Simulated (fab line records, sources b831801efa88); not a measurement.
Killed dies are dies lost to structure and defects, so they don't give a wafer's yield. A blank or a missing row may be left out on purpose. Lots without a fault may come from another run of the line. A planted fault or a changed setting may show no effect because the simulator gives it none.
fab line records | flow gf180mcu | part 1 of 2: steps 1 to 43 of 44
record lots=7 wafers=21 last_day=35
route steps=602 shown NWELL@51 LVPWELL@54 MVSD@66 MVPSD@78 VT_IMPLANT@90 PASSIVATION@602
lots that met no fault: from a run of the same line without faults
start_h: hours from the record's first day to the start of the lot's first wafer shown | wait_h: hours since the lot's step before | " the same as in the row above | L1.1+2: a row that stands for several wafers | - no value, or no start given | * or withheld: withheld | < > ~ a bound
route shown NAME@n: a module of which the file shows steps, and the number in the route of the first | usual: mean/standard deviation of fault-free wafers | same: alike in all rows | chamber/n: place in a boat | sites: the reading at each site | _std_site: their standard deviation | _edge_site: outer sites' mean less inner sites' | radius_mm: how far each site lies from the wafer's centre | mask NAME#n: copy n | behind: the tool/chamber that last shaped the wafer | hold: why the lot was held/for how many hours/how that ended | device: the transistor (n, p or np) that didn't switch | end of line: the same wafers' tests at the end of the route | a step without rows: its recipe alone | killed: dies lost to structure and defects at the first sort, not the wafer's yield | map: a wafer's dies, x killed, . not, _ none there
set.NAME: the setting as run; set.NAME@STEP: as run at that earlier step | model.NAME: the simulator's own value behind a step, which no gauge read
lots at some steps of the route; a table a step, a row a wafer
services: from which hour (start_h, from the record's first day; less than 0 if before it) a tool's chamber was out of use, for how many hours, and why
## steps
# step GF_NWELL_IMPLANT_09
# recipe species=P energy_kev=160 dose_cm2=4e+12 tilt_deg=0
# step GF_NWELL_STRIP_10
# recipe chemistry=O2/N2 power_w=1400 pressure_mtorr=1500 platen_temp_c=250 o2_flow_sccm=3000 n2_flow_sccm=300 overash_fraction=0.5
# usual drypump_motor_current_A=5.8/0.5 heater_power_w=327/24 oes_product_au=0.722/0.0043 strip_time_to_endpoint_s=36.92/0.14
# same overash_fraction=0.5
# columns lot.wafer tool chamber start_h wait_h drypump_motor_current_A heater_power_w oes_product_au rf_hours_counter_h strip_time_to_endpoint_s
L648.2 plasma_asher-03 0 86.00 0.1 5.6 309 0.722 43 37.03
L648.3 " 0 " " 5.6 305 0.722 - 37.03
L648.6 " 1 " " 6.5 300 0.722 - 37.05
L649.1 plasma_asher-01 1 90.00 0.1 6.3 323 0.719 30 36.93
L649.3 " 0 " " 5.2 341 0.720 - 36.84
L649.6 " 0 " " 5.1 326 0.724 - 36.86
L658.1 plasma_asher-03 0 138.21 0.1 5.6 324 0.720 49 37.03
L658.4 " 0 " " 5.6 311 0.727 - 37.08
L658.6 " 1 " " 6.5 304 0.730 - 37.07
L659.1 plasma_asher-03 1 145.07 0.1 6.4 294 0.726 50 37.10
L659.2 " 0 " " 5.6 310 0.729 50 36.99
L659.3 " 1 " " 6.5 296 0.724 - 37.09
L662.1 plasma_asher-04 1 163.11 0.1 5.6 378 0.715 53 36.88
L662.2 " 0 " " 5.5 370 0.727 53 36.91
L662.4 " 0 " " 5.5 371 0.731 - 36.85
L663.1 plasma_asher-01 1 165.90 0.1 6.3 321 0.716 39 37.01
L663.4 " 0 " " 5.2 335 0.721 - 36.92
L663.6 " 0 " " 5.2 340 0.723 - 36.82
L666.1 plasma_asher-01 0 181.92 0.1 5.2 340 0.718 41 36.95
L666.2 " 1 " " 6.3 323 0.718 41 36.85
L666.4 " 1 " " 6.3 321 0.721 - 37.04
# step GF_NWELL_TW_MEAS_11
# usual NWELL_TW=1572/15
# columns lot.wafer tool chamber start_h wait_h NWELL_TW
L648.2 film_metro-04 - 86.11 0.1 1569
L648.3 " - " " 1573
L648.6 " - " " 1571
L649.1 film_metro-03 - 90.10 0.1 1574
L649.3 " - " " 1580
L649.6 " - " " 1572
L658.1 film_metro-04 - 138.31 0.1 1562
L658.4 " - " " 1563
L658.6 " - " " 1571
L659.1 film_metro-01 - 145.17 0.1 1594
L659.2 " - " " 1580
L659.3 " - " " 1582
L662.1 film_metro-01 - 163.21 0.1 1589
L662.2 " - " " 1585
L662.4 " - " " 1593
L663.1 film_metro-03 - 166.00 0.1 1564
L663.4 " - " " 1555
L663.6 " - " " 1551
L666.1 film_metro-03 - 182.02 0.1 1555
L666.2 " - " " 1563
L666.4 " - " " 1547
# step GF_LVPWELL_DEHYDRATE_00
# recipe temp_c=200 time_s=60
# step GF_LVPWELL_HMDS_01
# recipe prime_time_s=60 prime_temp_c=120
# step GF_LVPWELL_COAT_02
# recipe spin_rpm=2000 resist_thk_nm=3000
# step GF_LVPWELL_SOFTBAKE_03
# recipe temp_c=110 time_s=withheld
# step GF_LVPWELL_EXPOSE_04
# recipe mask_id=LVPWELL target_cd_nm=600 na=0.6 source_shape=conventional sigma_outer=0.6 dose_mj=260
# step GF_LVPWELL_PEB_05
# recipe temp_c=115 time_s=withheld
# step GF_LVPWELL_DEVELOP_06
# recipe wall_angle_deg=90 develop_time_s=60 dev_temp_c=23
# step GF_LVPWELL_OVL_MEAS_07
# usual LVPWELL_OVL=0.1/1.6
# columns lot.wafer tool chamber start_h wait_h LVPWELL_OVL[nm]
L648.2 overlay-01 - 99.77 - -1.5
L648.3 " - " " -1.3
L648.6 " - " " -1.4
L649.1 overlay-01 - 103.62 - -0.1
L649.3 " - " " 0.2
L649.6 " - " " 0.4
L658.1 overlay-01 - 153.87 - 0.7
L658.4 " - " " -0.9
L658.6 " - " " -1.3
L659.1 overlay-01 - 161.32 - 2.0
L659.2 " - " " -0.3
L659.3 " - " " 1.0
L662.1 overlay-01 - 179.77 - -1.7
L662.2 " - " " 1.1
L662.4 " - " " -2.0
L663.1 overlay-01 - 182.37 - 0.2
L663.4 " - " " 0.9
L663.6 " - " " 0.4
L666.1 overlay-02 - 198.87 - -0.6
L666.2 " - " " -2.0
L666.4 " - " " 0.3
# step GF_LVPWELL_IMPLANT_08
# recipe species=B energy_kev=170 dose_cm2=1.5e+13 tilt_deg=0
# step GF_LVPWELL_IMPLANT_09
# recipe species=B energy_kev=60 dose_cm2=5e+12 tilt_deg=0
# usual beam_energy_keV=60.001/0.021 tilt_deg=0.004/0.02
# same implant_ion_amu=11
# columns lot.wafer tool chamber start_h wait_h beam_energy_keV tilt_deg model.implant.rp_nm model.implant.drp_nm
L648.2 implanter-01 0 99.98 0.1 60.001 -0.012 189.5 64.53
L648.3 " 0 " " 60.012 0.032 189.5 64.53
L648.6 " 0 " " 60.008 0.002 189.5 64.53
L649.1 implanter-02 0 103.80 0.1 59.982 0.018 193.9 64.53
L649.3 " 0 " " 60.004 0.014 193.9 64.53
L649.6 " 0 " " 59.986 -0.004 193.9 64.53
L658.1 implanter-02 0 154.21 0.2 59.996 0.006 197.9 64.53
L658.4 " 0 " " 59.981 0.036 197.9 64.53
L658.6 " 0 " " 60.024 0.035 197.9 64.53
L659.1 implanter-01 0 161.50 0.1 69.223 -0.006 232 69.44
L659.2 " 0 " " 69.193 0.029 232 69.44
L659.3 " 0 " " 69.214 -0.012 232 69.44
L662.1 implanter-01 0 179.95 0.1 69.190 -0.004 234 69.44
L662.2 " 0 " " 69.154 0.015 234 69.44
L662.4 " 0 " " 69.207 0.012 234 69.44
L663.1 implanter-01 0 182.56 0.1 69.204 0.010 232 69.44
L663.4 " 0 " " 69.200 0.008 232 69.44
L663.6 " 0 " " 69.183 0.014 232 69.44
L666.1 implanter-04 0 199.06 0.1 60.010 -0.012 194.4 64.53
L666.2 " 0 " " 60.018 -0.019 194.4 64.53
L666.4 " 0 " " 59.972 -0.039 194.4 64.53
# step GF_LVPWELL_STRIP_10
# recipe chemistry=O2/N2 power_w=1400 pressure_mtorr=1500 platen_temp_c=250 o2_flow_sccm=3000 n2_flow_sccm=300 overash_fraction=0.5
# usual drypump_motor_current_A=5.8/0.32 heater_power_w=355/32 oes_product_au=0.721/0.0046 strip_time_to_endpoint_s=36.96/0.1
# same overash_fraction=0.5
# columns lot.wafer tool chamber start_h wait_h drypump_motor_current_A heater_power_w oes_product_au rf_hours_counter_h strip_time_to_endpoint_s
L648.2 plasma_asher-04 1 100.10 0.1 5.5 380 0.722 45 36.98
L648.3 " 0 " " 5.4 374 0.727 - 37.01
L648.6 " 1 " " 5.5 364 0.724 - 37.11
L649.1 plasma_asher-02 0 103.95 0.1 5.8 386 0.715 43 36.77
L649.3 " 0 " " 5.8 385 0.716 - 36.80
L649.6 " 0 " " 5.8 377 0.718 - 36.76
L658.1 plasma_asher-03 0 154.51 0.2 5.7 314 0.728 51 36.97
L658.4 " 1 " " 6.4 305 0.719 - 36.83
L658.6 " 1 " " 6.4 309 0.728 - 36.98
L659.1 plasma_asher-03 1 161.65 0.1 6.5 298 0.720 52 36.90
L659.2 " 0 " " 5.6 311 0.719 52 36.97
L659.3 " 0 " " 5.6 315 0.726 - 36.92
L662.1 plasma_asher-03 1 180.10 0.1 6.5 302 0.720 52 36.92
L662.2 " 0 " " 5.6 311 0.719 52 37.00
L662.4 " 1 " " 6.4 297 0.723 - 36.98
L663.1 plasma_asher-04 1 182.71 0.1 5.5 377 0.723 56 37.01
L663.4 " 0 " " 5.5 367 0.732 - 36.91
L663.6 " 0 " " 5.5 366 0.728 - 36.99
L666.1 plasma_asher-04 0 199.21 0.1 5.5 371 0.721 58 36.89
L666.2 " 1 " " 5.5 372 0.728 58 36.87
L666.4 " 0 " " 5.5 373 0.711 - 36.89
# step GF_LVPWELL_TW_MEAS_11
# usual LVPWELL_TW=559/4.7
# columns lot.wafer tool chamber start_h wait_h LVPWELL_TW
L648.2 film_metro-03 - 100.21 0.1 557
L648.3 " - " " 555
L648.6 " - " " 557
L649.1 film_metro-04 - 104.05 0.1 558
L649.3 " - " " 559
L649.6 " - " " 557
L658.1 film_metro-01 - 154.61 0.1 564
L658.4 " - " " 563
L658.6 " - " " 566
L659.1 film_metro-03 - 161.75 0.1 556
L659.2 " - " " 555
L659.3 " - " " 556
L662.1 film_metro-04 - 180.20 0.1 557
L662.2 " - " " 560
L662.4 " - " " 560
L663.1 film_metro-01 - 182.81 0.1 567
L663.4 " - " " 567
L663.6 " - " " 567
L666.1 film_metro-03 - 199.31 0.1 552
L666.2 " - " " 557
L666.4 " - " " 555
# step GF_MVSD_DEHYDRATE_00
# recipe temp_c=200 time_s=60
# step GF_MVSD_HMDS_01
# recipe prime_time_s=60 prime_temp_c=120
# step GF_MVSD_COAT_02
# recipe spin_rpm=2000 resist_thk_nm=3000
# step GF_MVSD_SOFTBAKE_03
# recipe temp_c=110 time_s=withheld
# step GF_MVSD_EXPOSE_04
# recipe mask_id=MVSD target_cd_nm=1000 na=0.6 source_shape=conventional sigma_outer=0.6 dose_mj=260
# step GF_MVSD_PEB_05
# recipe temp_c=115 time_s=withheld
# step GF_MVSD_DEVELOP_06
# recipe wall_angle_deg=90 develop_time_s=60 dev_temp_c=23
# step GF_MVSD_OVL_MEAS_07
# usual MVSD_OVL=0.3/1.2
# columns lot.wafer tool chamber start_h wait_h MVSD_OVL[nm]
L648.2 overlay-01 - 114.69 - 0.8
L648.3 " - " " -1.6
L648.6 " - " " 2.0
L649.1 overlay-02 - 118.92 - -1.2
L649.3 " - " " -1.0
L649.6 " - " " -1.9
L658.1 overlay-02 - 170.77 - -0.1
L658.4 " - " " 0.9
L658.6 " - " " 0.0
L659.1 overlay-01 - 177.32 - 0.2
L659.2 " - " " 1.0
L659.3 " - " " 1.2
L662.1 overlay-01 - 197.47 - -1.3
L662.2 " - " " -1.0
L662.4 " - " " 0.5
L663.1 overlay-01 - 199.57 - 0.4
L663.4 " - " " 0.8
L663.6 " - " " 1.5
L666.1 overlay-01 - 216.28 - 0.3
L666.2 " - " " 0.3
L666.4 " - " " -1.4
# step GF_MVSD_IMPLANT_08
# recipe species=P energy_kev=395.6 dose_cm2=1.6e+13 tilt_deg=0
# step GF_MVSD_IMPLANT_09
# recipe species=P energy_kev=100 dose_cm2=5e+12 tilt_deg=0
# step GF_MVSD_STRIP_10
# recipe chemistry=O2/N2 power_w=1400 pressure_mtorr=1500 platen_temp_c=250 o2_flow_sccm=3000 n2_flow_sccm=300 overash_fraction=0.5
# usual drypump_motor_current_A=5.9/0.45 heater_power_w=339/31 oes_product_au=0.722/0.0043 strip_time_to_endpoint_s=36.92/0.11
# same overash_fraction=0.5
# columns lot.wafer tool chamber start_h wait_h drypump_motor_current_A heater_power_w oes_product_au rf_hours_counter_h strip_time_to_endpoint_s
L648.2 plasma_asher-03 0 115.02 0.1 5.7 309 0.720 46 36.93
L648.3 " 0 " " 5.7 307 0.723 - 37.02
L648.6 " 0 " " 5.6 312 0.722 - 36.99
L649.1 plasma_asher-02 1 119.25 0.1 6.0 380 0.722 0 37.11
L649.3 " 0 " " 5.8 396 0.724 - 37.01
L649.6 " 1 " " 6.0 380 0.710 - 37.06
L658.1 plasma_asher-01 0 171.11 0.1 5.1 337 0.721 40 37.06
L658.4 " 1 " " 6.3 324 0.720 - 37.01
L658.6 " 0 " " 5.2 340 0.720 - 37.02
L659.1 plasma_asher-02 0 177.65 0.1 5.8 393 0.727 4 36.87
L659.2 " 1 " " 5.9 381 0.718 4 36.85
L659.3 " 1 " " 5.9 387 0.723 - 36.92
L662.1 plasma_asher-03 1 197.81 0.1 6.5 306 0.725 54 36.72
L662.2 " 0 " " 5.6 305 0.721 54 36.87
L662.4 " 1 " " 6.5 310 0.723 - 37.04
L663.1 plasma_asher-01 0 199.91 0.1 5.1 340 0.722 43 36.82
L663.4 " 0 " " 5.1 336 0.719 - 37.02
L663.6 " 1 " " 6.3 316 0.725 - 36.94
L666.1 plasma_asher-01 1 216.62 0.1 6.2 325 0.728 45 36.83
L666.2 " 0 " " 5.2 338 0.715 45 36.76
L666.4 " 1 " " 6.2 321 0.715 - 36.75
# step GF_MVSD_TW_MEAS_11
# usual MVSD_TW=1578/17
# columns lot.wafer tool chamber start_h wait_h MVSD_TW
L648.2 film_metro-01 - 115.13 0.1 1579
L648.3 " - " " 1588
L648.6 " - " " 1588
L649.1 film_metro-01 - 119.35 0.1 1589
L649.3 " - " " 1593
L649.6 " - " " 1588
L658.1 film_metro-01 - 171.21 0.1 1594
L658.4 " - " " 1595
L658.6 " - " " 1601
L659.1 film_metro-03 - 177.75 0.1 1555
L659.2 " - " " 1558
L659.3 " - " " 1555
L662.1 film_metro-03 - 197.91 0.1 1565
L662.2 " - " " 1566
L662.4 " - " " 1567
L663.1 film_metro-01 - 200.01 0.1 1601
L663.4 " - " " 1592
L663.6 " - " " 1592
L666.1 film_metro-01 - 216.72 0.1 1600
L666.2 " - " " 1594
L666.4 " - " " 1592
# step GF_MVPSD_DEHYDRATE_00
# recipe temp_c=200 time_s=60
# step GF_MVPSD_HMDS_01
# recipe prime_time_s=60 prime_temp_c=120
# step GF_MVPSD_COAT_02
# recipe spin_rpm=2000 resist_thk_nm=3000
# step GF_MVPSD_SOFTBAKE_03
# recipe temp_c=110 time_s=withheld
# step GF_MVPSD_EXPOSE_04
# recipe mask_id=MVPSD target_cd_nm=1000 na=0.6 source_shape=conventional sigma_outer=0.6 dose_mj=260
# step GF_MVPSD_PEB_05
# recipe temp_c=115 time_s=withheld
# step GF_MVPSD_DEVELOP_06
# recipe wall_angle_deg=90 develop_time_s=58.52 dev_temp_c=23
# step GF_MVPSD_OVL_MEAS_07
# usual MVPSD_OVL=-0.5/1.3
# columns lot.wafer tool chamber start_h wait_h MVPSD_OVL[nm]
L648.2 overlay-02 - 130.44 - -1.6
L648.3 " - " " -1.7
L648.6 " - " " -0.8
L649.1 overlay-01 - 134.14 - 1.4
L649.3 " - " " -2.2
L649.6 " - " " 1.8
L658.1 overlay-02 - 188.17 - 0.5
L658.4 " - " " 0.5
L658.6 " - " " -0.4
L659.1 overlay-01 - 193.53 - 0.3
L659.2 " - " " -2.0
L659.3 " - " " 1.9
L662.1 overlay-02 - 215.28 - 0.1
L662.2 " - " " 0.5
L662.4 " - " " 0.1
L663.1 overlay-01 - 217.38 - 1.7
L663.4 " - " " 0.6
L663.6 " - " " -0.5
L666.1 overlay-01 - 235.07 - -0.9
L666.2 " - " " -1.6
L666.4 " - " " -1.7
# step GF_MVPSD_IMPLANT_08
# recipe species=B energy_kev=170 dose_cm2=1.5e+13 tilt_deg=0
# step GF_MVPSD_IMPLANT_09
# recipe species=B energy_kev=40 dose_cm2=5e+12 tilt_deg=0
# step GF_MVPSD_STRIP_10
# recipe chemistry=O2/N2 power_w=1400 pressure_mtorr=1500 platen_temp_c=250 o2_flow_sccm=3000 n2_flow_sccm=300 overash_fraction=0.5
# usual drypump_motor_current_A=5.7/0.39 heater_power_w=357/26 oes_product_au=0.723/0.0048 strip_time_to_endpoint_s=36.96/0.1
# same overash_fraction=0.5
# columns lot.wafer tool chamber start_h wait_h drypump_motor_current_A heater_power_w oes_product_au rf_hours_counter_h strip_time_to_endpoint_s
L648.2 plasma_asher-01 0 130.77 0.1 5.2 352 0.723 34 36.91
L648.3 " 1 " " 6.3 326 0.726 - 36.85
L648.6 " 0 " " 5.1 328 0.721 - 36.95
L649.1 plasma_asher-04 1 134.47 0.1 5.5 377 0.732 49 36.96
L649.3 " 1 " " 5.6 374 0.720 - 36.89
L649.6 " 0 " " 5.5 363 0.726 - 36.96
L658.1 plasma_asher-02 1 188.50 0.1 6.0 385 0.722 5 36.85
L658.4 " 0 " " 5.8 389 0.726 - 36.88
L658.6 " 1 " " 5.9 387 0.725 - 36.86
L659.1 plasma_asher-04 1 193.87 0.1 5.5 369 0.725 57 36.92
L659.2 " 0 " " 5.4 371 0.724 57 36.77
L659.3 " 0 " " 5.4 375 0.718 - 36.88
L662.1 plasma_asher-01 1 215.62 0.1 6.3 318 0.726 45 37.16
L662.2 " 0 " " 5.1 340 0.724 45 37.13
L662.4 " 0 " " 5.1 340 0.715 - 37.20
L663.1 plasma_asher-01 1 217.72 0.1 6.3 330 0.721 45 37.07
L663.4 " 1 " " 6.3 314 0.722 - 36.97
L663.6 " 1 " " 6.3 321 0.721 - 37.04
L666.1 plasma_asher-02 0 236.38 0.1 5.8 397 0.724 10 36.88
L666.2 " 1 " " 5.9 397 0.727 10 36.84
L666.4 " 0 " " 5.8 400 0.722 - 36.85
# step GF_MVPSD_TW_MEAS_11
# usual MVPSD_TW=551/4.9
# columns lot.wafer tool chamber start_h wait_h MVPSD_TW
L648.2 film_metro-04 - 130.88 0.1 554
L648.3 " - " " 551
L648.6 " - " " 551
L649.1 film_metro-03 - 134.57 0.1 546
L649.3 " - " " 546
L649.6 " - " " 546
L658.1 film_metro-01 - 188.60 0.1 556
L658.4 " - " " 559
L658.6 " - " " 557
L659.1 film_metro-04 - 193.97 0.1 557
L659.2 " - " " 556
L659.3 " - " " 555
L662.1 film_metro-01 - 215.72 0.1 553
L662.2 " - " " 556
L662.4 " - " " 556
L663.1 film_metro-03 - 217.82 0.1 549
L663.4 " - " " 548
L663.6 " - " " 548
L666.1 film_metro-04 - 236.48 0.1 548
L666.2 " - " " 549
L666.4 " - " " 549
# step GF_VT_IMPLANT_DEHYDRATE_00
# recipe temp_c=200 time_s=60
# step GF_VT_IMPLANT_HMDS_01
# recipe prime_time_s=60 prime_temp_c=120
# step GF_VT_IMPLANT_COAT_02
# recipe resist=NOVOLAK spin_rpm=3000 resist_thk_nm=1000
# step GF_VT_IMPLANT_RS_MEAS_48
# recipe thk_meas_gauge=four-point-probe
# usual LVPWELL_RS=1196.8/2.7
# columns lot.wafer tool chamber start_h wait_h LVPWELL_RS[ohm/sq]
L648.2 film_metro-04 - 198.53 0.1 1194.9
L648.3 " - " " 1197.1
L648.6 " - " " 1191.8
L649.1 film_metro-01 - 200.35 0.1 1198.5
L649.3 " - " " 1196.7
L649.6 " - " " 1195.4
L658.1 film_metro-04 - 261.01 0.1 1197.6
L658.4 " - " " 1194.0
L658.6 " - " " 1193.1
L659.1 film_metro-01 - 268.22 0.1 1207.5
L659.2 " - " " 1211.3
L659.3 " - " " 1205.1
L662.1 film_metro-04 - 290.85 0.1 1204.8
L662.2 " - " " 1207.0
L662.4 " - " " 1207.5
L663.1 film_metro-03 - 294.01 0.1 1213.3
L663.4 " - " " 1211.7
L663.6 " - " " 1211.9
L666.1 film_metro-01 - 314.95 0.1 1197.8
L666.2 " - " " 1193.2
L666.4 " - " " 1196.6
## key
first_sign step=GF_LVPWELL_IMPLANT_09 reading=beam_energy_keV direction=up sigmas=99+ usual=60.001 struck=69.196
effect step=GF_VT_IMPLANT_RS_MEAS_48 reading=LVPWELL_RS direction=up sigmas=4.5 usual=1196.8 struck=1208.9
model_effect step=GF_LVPWELL_IMPLANT_09 value=implant.rp_nm without=189.2 struck=232.7
model_effect step=GF_PASSIVATION_PROBE_99 value=etest.nldd_6p0.line_ohm_um without=4603 struck=4432
met_at GF_LVPWELL_IMPLANT_09
struck_wafers L659.1,L659.2,L659.3,L662.1,L662.2,L662.4,L663.1,L663.4,L663.6
tester_left_out L659,L662,L663
onset_between 99.98 161.50
fault kind=process_parameter_drift tool=implanter-01 chamber=- onset_h=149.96 steps=GF_LVPWELL_IMPLANT_09 channel=energy_kev offset=9.1924 shape=step end_h=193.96 acts_in=these_recipes_only stated=60
# tester_left_out: of these lots the tester's yield and bins aren't shown, on N5 and GAA mostly nor the transistor test; their killed dies are dies lost to structure and defects alone, not to doping, threshold or leakage, so they don't give the yield
